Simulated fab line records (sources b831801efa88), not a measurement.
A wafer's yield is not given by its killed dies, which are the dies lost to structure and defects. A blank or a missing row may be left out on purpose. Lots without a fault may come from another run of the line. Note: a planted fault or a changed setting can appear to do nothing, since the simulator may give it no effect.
Matching of chambers + flow gf180mcu + GF_V1_CMP_26 on cmp-01 has 4 sister chambers
The step polishes, stops on SiO2, t overpolish 15 s, target thk 0 nm. 8 wafers are shown with their chamber, then 7 later ones without.

== EACH WAFER AND ITS CHAMBER ==
| wafer  | chamber | motor current A (A) | overpolish run s (s) |
|--------|---------|---------------------|----------------------|
| L809.3 | 3       | 9.0                 | 15.008               |
| L809.6 | 2       | 11.0                | 14.996               |
| L811.2 | 0       | 13.4                | 14.987               |
| L811.6 | 3       | 9.3                 | 15.014               |
| L813.5 | 0       | 12.5                | 14.980               |
| L813.6 | 1       | 10.2                | 15.000               |
| L814.1 | 1       | 9.1                 | 15.012               |
| L814.4 | 2       | 11.7                | 14.985               |

== WAFERS MISSING THEIR CHAMBER ==
| wafer  | motor current A (A) | overpolish run s (s) |
|--------|---------------------|----------------------|
| L814.6 | 8.9                 | 15.011               |
| L825.1 | 12.9                | 15.004               |
| L825.5 | 9.7                 | 15.003               |
| L825.6 | 13.6                | 15.011               |
| L826.1 | 11.8                | 14.996               |
| L826.2 | 9.9                 | 15.015               |
| L826.4 | 9.9                 | 14.985               |

== THE CHAMBER EACH PASSED THROUGH ==
| wafer  | from the rows above          | in truth |
|--------|------------------------------|----------|
| L814.6 | can't be placed: 3 or 1      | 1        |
| L825.1 | can't be placed: 0 or 2      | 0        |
| L825.5 | can't be placed: 1 or 3      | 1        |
| L825.6 | can't be placed: 0 or 2      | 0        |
| L826.1 | can't be placed: 2 or 0      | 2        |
| L826.2 | can't be placed: 1 or 3      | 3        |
| L826.4 | can't be placed: 2 or 1 or 3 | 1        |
0 of 7 placed correctly. These rows do not allow placing 7 (true chamber among the candidates in 7). Placed wrongly: 0.
How it was worked out, from the rows above alone: a wafer's distance from a chamber is the root of the sum, over the readings, of the square of ((its reading less the chamber's mean) divided by the reading's scatter). The wafer belongs to the nearest chamber; if the next one is less than 2 further off, it can't be placed. For every chamber, the mean is computed from those of its wafers that are shown. The scatter: the root of (the sum of the squares of (reading less its chamber's mean) over the shown wafers, divided by (wafers less chambers)).
